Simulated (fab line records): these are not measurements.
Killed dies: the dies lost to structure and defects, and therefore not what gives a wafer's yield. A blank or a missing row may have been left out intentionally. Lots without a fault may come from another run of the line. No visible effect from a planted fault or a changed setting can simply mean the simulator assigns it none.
8D (eight disciplines) problem report, filled in by code + flow sky130 + the parts of the form that need people (team, actions taken, sign-off) are left out

1. WHAT IS WRONG
Mean of exposureDoseMJCm2 at SKY_VT_ADJUST_LVTN_EXPOSE_15: 148.20 across 6 wafers in 2 lots; on wafers with no fault it is 162.98 (standard deviation 0.17). That is -87 standard deviations from the usual mean.
The step: exposes mask HVN STD DERIVED, target cd 600 nm.
First seen on wafer L449.2, day 12 05:37, on ilineStepper-02. The record holds 36 wafers of 12 lots with a number at this step. Rule for "out" (also "out of limits"): further than 4 standard deviations from the usual mean. The rest of the wafers with a number are treated as sound.

2. WHAT IT IS AND WHAT IT IS NOT
| question                    | is                     | is not                                                              |
|-----------------------------|------------------------|---------------------------------------------------------------------|
| which readings at this step | exposureDoseMJCm2      | -                                                                   |
| which lots                  | L449, L451             | L432, L433, L434, L438, L439, L440, L441, L442, L444, L454          |
| which wafers of those lots  | all that have a number | -                                                                   |
| read on which tools         | ilineStepper-02        | ilineStepper-01                                                     |
| when                        | from day 12 05:37      | up to then (27 sound wafers); but 3 sound wafers of L454 came after |

3. SUSPECTS, AND WHAT RULES EACH OUT
Counting: any tool at a process step up to the reading is kept as a suspect provided that every lot that is out went through it and no sound lot did after the first of them.
- plasmaAsher-02 at SKY_NWELL_STRIP_14 (strips in O2/N2): kept. All lots that are out passed through it, beginning with L449 at day 8 20:23, and no sound lot followed; its final sound lot before that point was L439 at day 6 07:46.
- ilineStepper-02 at SKY_VT_ADJUST_LVTN_EXPOSE_15 (exposes mask HVN STD DERIVED, target cd 600 nm): kept. All lots that are out passed through it, beginning with L449 at day 12 05:37, and no sound lot followed; its final sound lot before that point was L438 at day 9 04:48. On those wafers its own readings are out: exposureDoseMJCm2.
After counting, plasmaAsher-02 at SKY_NWELL_STRIP_14 and ilineStepper-02 at SKY_VT_ADJUST_LVTN_EXPOSE_15 remain.

4. THE CAUSE (what the simulator had put in)
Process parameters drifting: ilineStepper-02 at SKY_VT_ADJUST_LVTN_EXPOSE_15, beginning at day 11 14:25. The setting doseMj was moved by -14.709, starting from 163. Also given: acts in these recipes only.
Of the 2 suspects that counting leaves, this tool is one.

5. THE CHAIN OF EFFECTS, in route order
Rows list readings where the struck wafers' mean (over those with a number) sits beyond 3 standard deviations from the usual. Readings are gone through only where the record gives a usual standard deviation; hours: the median, over the lots, of the time from a lot's start at the first step in this table giving one to that lot's start at this step; sigmas: the change measured in usual standard deviations.
| hours | step                         | reading           | usual  | on struck wafers | change | sigmas |
|-------|------------------------------|-------------------|--------|------------------|--------|--------|
| 0     | SKY_VT_ADJUST_LVTN_EXPOSE_15 | exposureDoseMJCm2 | 162.98 | 148.20           | -14.78 | -87    |
Here are the process steps it includes:
- SKY_VT_ADJUST_LVTN_EXPOSE_15: exposes mask HVN STD DERIVED, target cd 600 nm.

6. HOW IT WOULD HAVE BEEN CAUGHT EARLIER
In this record the first reading out of limits was taken at day 12 05:37, 15 hours after the fault began at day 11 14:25.
